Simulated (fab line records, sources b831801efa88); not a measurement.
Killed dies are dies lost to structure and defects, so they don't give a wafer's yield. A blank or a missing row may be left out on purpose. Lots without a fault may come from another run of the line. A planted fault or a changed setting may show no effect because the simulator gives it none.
Problem report in the 8D (eight disciplines) form, filled by code | flow sky130 | the parts of the form that need people (team, actions taken, sign-off) are left out

1. THE PROBLEM
METAL1_ALCU_RS at SKY_METAL1_RS_MEAS_05 reads a mean of 0.1187 ohm/sq on 2 wafers of 2 lots; wafers without a fault read 0.1265 ohm/sq with a standard deviation of 0.0017. That is -4.6 standard deviations from the usual mean.
The step: measures by four-point-probe.
First seen on wafer L154.4, day 35 22:42, on film_metro-03. The record holds 33 wafers of 11 lots with a number at this step. Rule for "out", or "out of limits": more than 4 standard deviations from the usual mean. The other wafers with a number count as sound.

2. WHAT IT IS AND WHAT IT IS NOT
question                    | is                           | is not
which readings at this step | METAL1_ALCU_RS               | -
which lots                  | L154, L156                   | L142, L145, L148, L149, L151, L155, L162, L164, L165
which wafers of those lots  | L154.4, L156.2               | L154.1, L154.6, L156.4, L156.5
read on which gauges        | film_metro-01, film_metro-03 | film_metro-02
when                        | from day 35 22:42            | up to then (17 sound wafers); but 14 sound wafers of L155, L156, L162, L164, L165 came after

3. SUSPECTS, AND WHAT RULES EACH OUT
Counting: a tool at a process step up to the reading stays a suspect if it ran every lot that is out. Sound lots after the first of them don't rule it out here, since some wafers of a struck lot are sound.
- the gauge at SKY_METAL1_RS_MEAS_05: ruled out. The wafers that are out were read on 2 gauges (film_metro-01, film_metro-03).
- pvd_sputter-03 at SKY_METAL1_SPUTTER_02 (material AlCu, target thk 250 nm, time 13.3 s): kept. It ran every lot that is out, first L154 (day 35 22:37); its last sound lot up to then is L151 (day 34 22:01).
- pvd_sputter-03 at SKY_METAL1_SPUTTER_04 (material TiN, target thk 70 nm, time 58.3 s): kept. It ran every lot that is out, first L154 (day 35 22:39); its last sound lot up to then is L151 (day 34 22:04).
Left after counting: pvd_sputter-03 at SKY_METAL1_SPUTTER_02, pvd_sputter-03 at SKY_METAL1_SPUTTER_04.

4. THE CAUSE (what the simulator had put in)
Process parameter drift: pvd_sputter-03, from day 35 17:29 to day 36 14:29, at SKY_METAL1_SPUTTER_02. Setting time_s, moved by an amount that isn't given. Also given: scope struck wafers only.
Counting left 2 suspects, and this tool is among them.

5. THE CHAIN OF EFFECTS, in route order
Each row: a reading whose mean over the struck wafers that have a number lies more than 3 standard deviations from the usual. Only readings for which the record gives a usual standard deviation are gone through. hours: the time from each lot's start at the first step in this table that gives one to its start at this step, as a median over the lots. sigmas: the change in usual standard deviations.
hours | step                   | reading         | usual         | on struck wafers | change  | sigmas
0     | SKY_METAL1_RS_MEAS_05  | METAL1_ALCU_RS  | 0.1265 ohm/sq | 0.1187           | -0.0078 | -4.6
0     | SKY_METAL1_THK_MEAS_06 | METAL1_ALCU_THK | 247 nm        | 260              | +14     | +3.6

6. WHAT WOULD HAVE CAUGHT IT SOONER
In this record the first reading out of limits at a measuring or inspecting step was taken at day 35 22:42, 5 hours after the fault began at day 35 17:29.
Of the tool readings at SKY_METAL1_SPUTTER_02 for which the record gives a usual standard deviation, none was out on any struck wafer, so an alarm limit of 4 standard deviations on them would not have fired.
Of the lots that are out (2), L156 began SKY_METAL1_SPUTTER_02 on pvd_sputter-03 after day 35 22:42. A hold on the tool at that time would have spared it.
